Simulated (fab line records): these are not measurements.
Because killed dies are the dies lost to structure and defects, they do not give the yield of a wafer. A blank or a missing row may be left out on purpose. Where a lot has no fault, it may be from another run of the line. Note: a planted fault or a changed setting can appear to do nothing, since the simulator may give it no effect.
One fault through the eyes of 2 desks :: flow sky130 :: numbers are kept per desk, each desk with only its own; the story behind them comes last

## AT THE TOOL OWNER'S DESK: pvdSputter-03
The tool's own readings at SKY_METAL1_SPUTTER_02 (material AlCu, target thk 250 nm, time 13.3 s): means of the sampled wafers that have a number, for each lot that ran on this tool. The brackets show how far a lot's mean lies from the usual mean; more than 4 standard deviations puts the lot out of limits, marked OUT.
Columns: A = cathodeDcPowerW at SKY_METAL1_SPUTTER_02, usual 10600 W; B = throttleValvePct at SKY_METAL1_SPUTTER_02, usual 30.4 %
lot: L294
first seen here: day 31 11:41
A: 10599
B: 30.8

lot: L297
first seen here: day 33 01:20
A: 10601
B: 29.7

lot: L298
first seen here: day 33 05:00
A: 11034 (+99 or more) OUT
B: 29.7

lot: L299
first seen here: day 33 14:07
A: 11038 (+99 or more) OUT
B: 30.9

lot: L302
first seen here: day 34 18:18
A: 11038 (+99 or more) OUT
B: 30.9

lot: L311
first seen here: day 37 05:31
A: 10600
B: 31.1

lot: L310
first seen here: day 37 11:02
A: 10601
B: 30.4

lot: L312
first seen here: day 37 12:59
A: 10600
B: 30.7

lot: L313
first seen here: day 38 00:33
A: 10601
B: 30.1

lot: L316
first seen here: day 38 06:04
A: 10598
B: 31.7
This desk's finding: out of limits on L298, L299, L302; first on L298, day 33 05:00 (cathodeDcPowerW at SKY_METAL1_SPUTTER_02). Within limits: L294, L297, L311, L310, L312, L313, L316.

## FROM THE METROLOGY DESK
Lot by lot, what the gauges showed, no matter which tool ran the lot: averages of those sampled wafers that carry a number. The brackets show how far a lot's mean lies from the usual mean; more than 4 standard deviations puts the lot out of limits, marked OUT.
Columns: A = CONTACT_HDPCVD_THK at SKY_CONTACT_THK_MEAS_03, usual 567 nm; B = CONTACT_OVL at SKY_CONTACT_OVL_MEAS_15, usual 0 nm; C = METAL1_ALCU_RS at SKY_METAL1_RS_MEAS_05, usual 0.1274 ohm/sq
lot: L294
first seen here: day 30 06:03
A: 557
B: -1
C: 0.1265

lot: L297
first seen here: day 31 19:59
A: 574
B: 1
C: 0.1281

lot: L298
first seen here: day 32 00:18
A: 562
B: 6
C: 0.1215

lot: L299
first seen here: day 32 09:16
A: 560
B: 1
C: 0.1220

lot: L300
first seen here: day 32 14:49
A: 578
B: 1
C: 0.1272

lot: L302
first seen here: day 33 14:38
A: 573
B: -0
C: 0.1230

lot: L311
first seen here: day 36 02:14
A: 571
B: 0
C: 0.1272

lot: L310
first seen here: day 36 07:10
A: 577
B: -4
C: 0.1257

lot: L312
first seen here: day 36 09:49
A: 578
B: 2
C: 0.1263

lot: L313
first seen here: day 36 20:44
A: 565
B: 3
C: 0.1270

lot: L316
first seen here: day 37 02:43
A: 562
B: -3
C: 0.1275
This desk's finding: nothing out of limits on any of the 11 lots.

## TAKEN TOGETHER
An alarm could have come from the tool owner's desk at day 33 05:00, on L298, L299, L302.
Nothing out of limits was seen by the metrology desk.
The metrology desk holds a record of L298, L299, L302, inside its limits.
Of the lots named, all ran SKY_METAL1_SPUTTER_02 on pvdSputter-03.

## WHAT THE SIMULATOR HAD INSERTED
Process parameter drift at SKY_METAL1_SPUTTER_02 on pvdSputter-03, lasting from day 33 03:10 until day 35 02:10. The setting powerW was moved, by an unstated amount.
Lots struck among those shown: L298, L299, L302.
Hours from the fault's start to each desk's first reading out of limits: the tool owner's desk, 2.
